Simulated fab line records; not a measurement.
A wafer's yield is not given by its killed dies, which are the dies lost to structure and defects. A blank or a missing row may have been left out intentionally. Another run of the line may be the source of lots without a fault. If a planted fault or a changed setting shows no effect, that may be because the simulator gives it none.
Which of the tools did it? | flow sky130 | 24 lots, 72 wafers sampled, at 5 steps of a route of 708

## WHAT THE GAUGES SHOWED, per wafer
SKY_VT_ADJUST_NCORE_OVL_MEAS_08.
lot  | measured     | on         | VT_ADJUST_NCORE_OVL (nm)
L074 | day 8 09:26  | overlay-01 | -0.7 -1.3 -1.6
L075 | day 8 10:45  | overlay-02 | -3.6 -2.4 -0.5
L076 | day 9 01:56  | overlay-02 | -1.9 -1.8 -1.0
L077 | day 9 19:56  | overlay-01 | -1.6 -0.9 -1.0
L078 | day 9 23:08  | overlay-02 | -1.3 -0.3 -0.7
L080 | day 10 08:44 | overlay-02 | -0.7 -1.2 1.1
L079 | day 10 09:35 | overlay-02 | -2.5 -2.6 -2.8
L081 | day 10 15:14 | overlay-02 | -0.7 -2.6 1.8
L082 | day 11 00:17 | overlay-01 | -1.4 -1.3 -0.3
L083 | day 11 03:26 | overlay-02 | -0.5 -2.9 -0.4
L084 | day 11 12:41 | overlay-02 | -0.9 -1.7 -1.7
L085 | day 11 17:35 | overlay-01 | 0.4 1.4 -1.0
L086 | day 12 01:08 | overlay-02 | -0.1 0.8 -1.9
L087 | day 12 05:58 | overlay-02 | -2.1 -1.1 -0.3
L088 | day 12 11:38 | overlay-02 | 0.0 -1.8 -2.3
L089 | day 12 17:30 | overlay-01 | -0.9 0.0 -2.3
L090 | day 13 03:41 | overlay-01 | -4.0 0.1 -2.5
L091 | day 13 07:41 | overlay-02 | -1.4 0.2 -0.4
L092 | day 13 15:32 | overlay-02 | 0.1 -1.1 1.3
L093 | day 14 07:06 | overlay-02 | -4.7 -1.6 -1.7
L095 | day 15 01:45 | overlay-02 | -0.2 -2.2 -1.6
L094 | day 15 04:44 | overlay-02 | -1.8 0.1 0.1
L096 | day 15 06:14 | overlay-02 | -0.6 -0.9 1.4
L097 | day 15 10:41 | overlay-01 | -0.1 -0.3 -1.2

SKY_LDD_HVP_OVL_MEAS_07.
lot  | measured     | on         | LDD_HVP_OVL (nm)
L074 | day 21 06:55 | overlay-01 | 1.2 1.2 0.3
L075 | day 21 06:19 | overlay-01 | -2.2 -2.4 -0.6
L076 | day 22 01:31 | overlay-01 | 0.8 -0.7 -0.9
L077 | day 22 23:31 | overlay-01 | -1.0 -0.4 -1.0
L078 | day 23 06:33 | overlay-02 | -1.8 -1.3 -2.0
L080 | day 23 20:28 | overlay-01 | -0.2 -0.1 -2.5
L079 | day 23 22:34 | overlay-01 | -1.2 -1.8 -1.8
L081 | day 24 05:10 | overlay-02 | -0.2 0.1 -1.2
L082 | day 24 09:30 | overlay-01 | -1.7 -0.6 -1.8
L083 | day 24 22:25 | overlay-02 | 2.2 1.0 0.9
L084 | day 25 12:22 | overlay-01 | -3.0 0.5 0.7
L085 | day 25 12:31 | overlay-02 | 1.0 -1.6 -0.9
L086 | day 26 02:18 | overlay-02 | -1.1 -2.2 -2.6
L087 | day 26 08:50 | overlay-01 | -2.6 -1.0 -1.3
L088 | day 26 15:22 | overlay-02 | 3.3 2.4 0.1
L089 | day 26 17:43 | overlay-02 | -1.5 -2.0 -0.2
L090 | day 27 04:09 | overlay-01 | -0.1 1.4 0.2
L091 | day 27 10:12 | overlay-02 | 0.7 -1.1 1.1
L092 | day 28 01:46 | overlay-01 | 0.6 1.1 2.1
L093 | day 29 01:09 | overlay-02 | -0.9 -2.2 1.6
L095 | day 29 12:40 | overlay-02 | -0.1 -2.9 -2.0
L094 | day 29 13:45 | overlay-02 | -1.8 -0.8 -0.9
L096 | day 29 11:45 | overlay-01 | 0.7 -1.2 -1.6
L097 | day 29 17:43 | overlay-01 | -3.0 0.4 -1.6

SKY_SD_P_OVL_MEAS_08.
lot  | measured     | on         | SD_P_OVL (nm)
L074 | day 25 03:14 | overlay-01 | -1.6 -2.7 -0.3
L075 | day 25 01:11 | overlay-02 | -1.3 -1.3 -3.2
L076 | day 25 22:23 | overlay-01 | -1.6 1.5 0.2
L077 | day 26 19:16 | overlay-02 | 0.8 0.9 -2.1
L078 | day 27 02:46 | overlay-01 | 0.7 0.3 0.0
L080 | day 27 14:41 | overlay-01 | 0.1 -1.0 -0.7
L079 | day 27 15:57 | overlay-02 | -1.0 -1.7 -1.4
L081 | day 27 23:38 | overlay-01 | -0.3 -0.1 0.1
L082 | day 28 02:49 | overlay-02 | 1.6 1.5 -0.2
L083 | day 28 15:16 | overlay-02 | -0.9 -2.4 -0.2
L084 | day 29 06:02 | overlay-01 | -1.9 1.3 0.6
L085 | day 29 06:59 | overlay-02 | -1.7 -2.0 -0.9
L086 | day 29 17:41 | overlay-02 | -0.8 -0.9 -0.2
L087 | day 30 01:49 | overlay-01 | -0.3 1.5 -1.6
L088 | day 30 06:31 | overlay-01 | 1.3 -1.3 0.4
L089 | day 30 09:08 | overlay-02 | 1.2 0.6 0.3
L090 | day 30 19:28 | overlay-01 | 1.0 -0.2 1.2
L091 | day 31 02:02 | overlay-01 | 0.4 -2.3 0.4
L092 | day 31 16:14 | overlay-02 | 2.2 1.6 2.2
L093 | day 32 13:29 | overlay-01 | 2.0 -0.6 1.1
L095 | day 32 22:50 | overlay-01 | -1.6 -1.0 -1.6
L094 | day 33 02:43 | overlay-01 | -3.1 -3.1 -1.7
L096 | day 32 23:07 | overlay-02 | 0.6 0.5 -1.2
L097 | day 33 06:17 | overlay-02 | -1.1 -0.9 -0.9

SKY_SD_N_RS_MEAS_17: a four-point-probe measurement.
lot  | measured     | on            | SD_P_RS (ohm/sq)
L074 | day 27 15:11 | film metro-03 | 147.3 147.5 147.4
L075 | day 27 13:05 | film metro-03 | 147.4 147.4 147.3
L076 | day 28 08:46 | film metro-01 | 147.1 147.1 146.8
L077 | day 29 04:37 | film metro-02 | 146.9 146.7 147.3
L078 | day 29 12:55 | film metro-02 | 147.9 148.0 147.5
L080 | day 30 00:21 | film metro-02 | 147.2 147.4 147.4
L079 | day 30 02:04 | film metro-03 | 147.3 147.1 146.6
L081 | day 30 09:23 | film metro-03 | 147.3 147.5 147.0
L082 | day 30 12:07 | film metro-03 | 147.8 147.2 147.4
L083 | day 31 00:59 | film metro-02 | 147.5 147.1 147.3
L084 | day 31 13:59 | film metro-01 | 147.2 147.3 147.3
L085 | day 31 15:46 | film metro-03 | 147.9 147.4 147.8
L086 | day 32 01:23 | film metro-03 | 148.0 147.5 147.7
L087 | day 32 09:38 | film metro-03 | 147.3 147.4 147.4
L088 | day 32 14:22 | film metro-01 | 146.7 147.0 146.7
L089 | day 32 15:41 | film metro-03 | 147.3 147.5 147.5
L090 | day 33 02:44 | film metro-03 | 146.8 146.6 146.4
L091 | day 33 08:32 | film metro-02 | 146.8 147.4 146.5
L092 | day 33 21:56 | film metro-03 | 147.4 147.2 148.1
L093 | day 34 20:17 | film metro-01 | 147.3 147.4 147.2
L095 | day 35 04:21 | film metro-02 | 146.9 147.1 146.6
L094 | day 35 08:31 | film metro-03 | 147.0 147.3 146.7
L096 | day 35 05:01 | film metro-03 | 146.5 146.8 146.8
L097 | day 35 11:32 | film metro-01 | 147.3 147.2 147.1

SKY_LI_CONTACT_CD_MEAS_12: the cd target is 170 nm.
lot  | measured     | on        | cd nm (nm)
L074 | day 28 21:02 | cd sem-01 | 170.7 169.6 171.2
L075 | day 28 18:26 | cd sem-02 | 173.0 171.3 171.0
L076 | day 29 14:10 | cd sem-02 | 169.2 170.1 169.8
L077 | day 30 09:21 | cd sem-01 | 168.7 169.1 170.2
L078 | day 30 17:24 | cd sem-01 | 172.5 172.5 171.2
L080 | day 31 04:41 | cd sem-02 | 168.8 168.1 167.0
L079 | day 31 05:59 | cd sem-02 | 172.6 171.7 173.0
L081 | day 31 14:01 | cd sem-02 | 171.9 169.9 170.5
L082 | day 31 16:42 | cd sem-01 | 170.7 170.9 171.9
L083 | day 32 05:07 | cd sem-01 | 172.6 172.5 173.1
L084 | day 32 17:28 | cd sem-01 | 169.1 170.6 171.0
L085 | day 32 18:57 | cd sem-01 | 172.2 172.3 172.2
L086 | day 33 05:22 | cd sem-01 | 167.9 168.9 168.6
L087 | day 33 13:07 | cd sem-01 | 167.9 168.6 169.5
L088 | day 33 17:43 | cd sem-01 | 170.6 170.6 170.4
L089 | day 33 18:59 | cd sem-02 | 170.5 171.2 170.0
L090 | day 34 06:22 | cd sem-01 | 168.7 170.4 170.7
L091 | day 34 10:46 | cd sem-01 | 170.0 171.0 170.4
L092 | day 35 00:32 | cd sem-02 | 174.5 174.0 173.3
L093 | day 35 23:46 | cd sem-01 | 169.4 169.1 167.3
L095 | day 36 07:32 | cd sem-01 | 171.3 171.8 170.7
L094 | day 36 11:43 | cd sem-02 | 169.1 169.0 168.4
L096 | day 36 08:15 | cd sem-02 | 168.2 167.9 168.4
L097 | day 36 14:59 | cd sem-01 | 174.3 174.3 174.3

## WHICH TOOL RAN EACH LOT (tool, then ch and the chambers of the sampled wafers, then the start)
The record shows no process step preceding these readings.

## AS READ BY THE TOOLS THEMSELVES (means over the sampled wafers that have a number; for cases with no such wafer, the mark the record gives instead)
The record holds no such reading with a usual standard deviation.

## THE ANSWER, worked out from the rows above alone
Rule: what is usual is taken from the lots themselves. The widest of any qualifying gaps counts: lots, ordered by their means at a reading, are off when they make up no more than a third of the lots, leave a main group of 4 or more, and stand apart from it by 3 or more times the standard deviation of that group's means. The tables above print the reading to a certain number of digits; a main group whose means all agree to those digits is not used. A lot without any number at a reading at which 4 lots or more have one is off too. All remaining lots with rows at the step are treated as sound. The gauges are gone through in route order, then the tools' own readings, and for those a lot's mean is taken as printed above. At the first step where some lot is off, the reading lying furthest off is the one used; lots without a number count as furthest.
Across all readings shown, no lot is off: no conclusion can be drawn from this.

## WHAT THE SIMULATOR HAD INSERTED
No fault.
